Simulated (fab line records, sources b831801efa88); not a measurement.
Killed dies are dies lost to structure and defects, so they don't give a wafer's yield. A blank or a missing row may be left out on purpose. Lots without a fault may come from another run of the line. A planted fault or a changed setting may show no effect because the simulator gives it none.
One fault seen from 2 desks | flow sky130 | each desk has only its own numbers; what lay behind them comes last

THE TOOL OWNER'S DESK: implanter-01
The tool's own readings at SKY_LDD_N_IMPLANT_11: means of the sampled wafers that have a number, for each lot that ran on this tool. A lot is out of limits, marked OUT, if its mean lies more than 4 standard deviations from the usual mean; the brackets give that distance.
Columns: A = dose_ions_cm2 at SKY_LDD_N_IMPLANT_11, usual 7.5e+13; B = faraday_current_uA at SKY_LDD_N_IMPLANT_11, usual 422
lot  | first seen here | A                 | B
L510 | day 20 13:12    | 7.5e+13           | 424
L519 | day 24 00:42    | 7.5e+13           | 417
L522 | day 24 16:10    | 6.9e+13 (-77) OUT | 386 (-4.3) OUT
L523 | day 25 16:15    | 6.9e+13 (-76) OUT | 388 (-4.0) OUT
This desk's finding: out of limits on L522, L523; first on L522, day 24 16:10 (dose_ions_cm2 at SKY_LDD_N_IMPLANT_11). In limits: L510, L519.

THE METROLOGY DESK
What the gauges read, lot by lot, whatever tool the lot ran on: means of the sampled wafers that have a number. A lot is out of limits, marked OUT, if its mean lies more than 4 standard deviations from the usual mean; the brackets give that distance.
Columns: A = cd_nm at SKY_LOCAL_INTERCONNECT_CD_MEAS_11, usual 169.7 nm
lot  | first seen here | A
L503 | day 29 12:28    | 170.9
L506 | day 31 00:01    | 170.3
L508 | day 32 05:15    | 169.4
L509 | day 32 10:56    | 168.2
L510 | day 32 15:04    | 169.0
L512 | day 33 13:31    | 170.4
L515 | day 34 01:53    | 169.0
L519 | day 36 00:30    | 168.7
L522 | day 36 12:31    | 171.6
L523 | day 37 05:27    | 170.4
L525 | day 37 23:58    | 168.3
L524 | day 38 00:19    | 170.3
L526 | day 38 04:32    | 168.5
This desk's finding: nothing out of limits on any of the 13 lots.

PUT TOGETHER
The tool owner's desk could have raised an alarm at day 24 16:10, on L522, L523.
The metrology desk saw nothing out of limits.
The metrology desk has L522, L523 on record, within its limits.
Of the lots named, all ran SKY_LDD_N_IMPLANT_11 on implanter-01.

WHAT THE SIMULATOR HAD PUT IN
Process parameter drift: implanter-01, from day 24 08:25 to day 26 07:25, at SKY_LDD_N_IMPLANT_11. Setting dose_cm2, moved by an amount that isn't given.
Lots struck among those shown: L522, L523.
Hours from the fault's start to each desk's first reading out of limits: the tool owner's desk, 8.
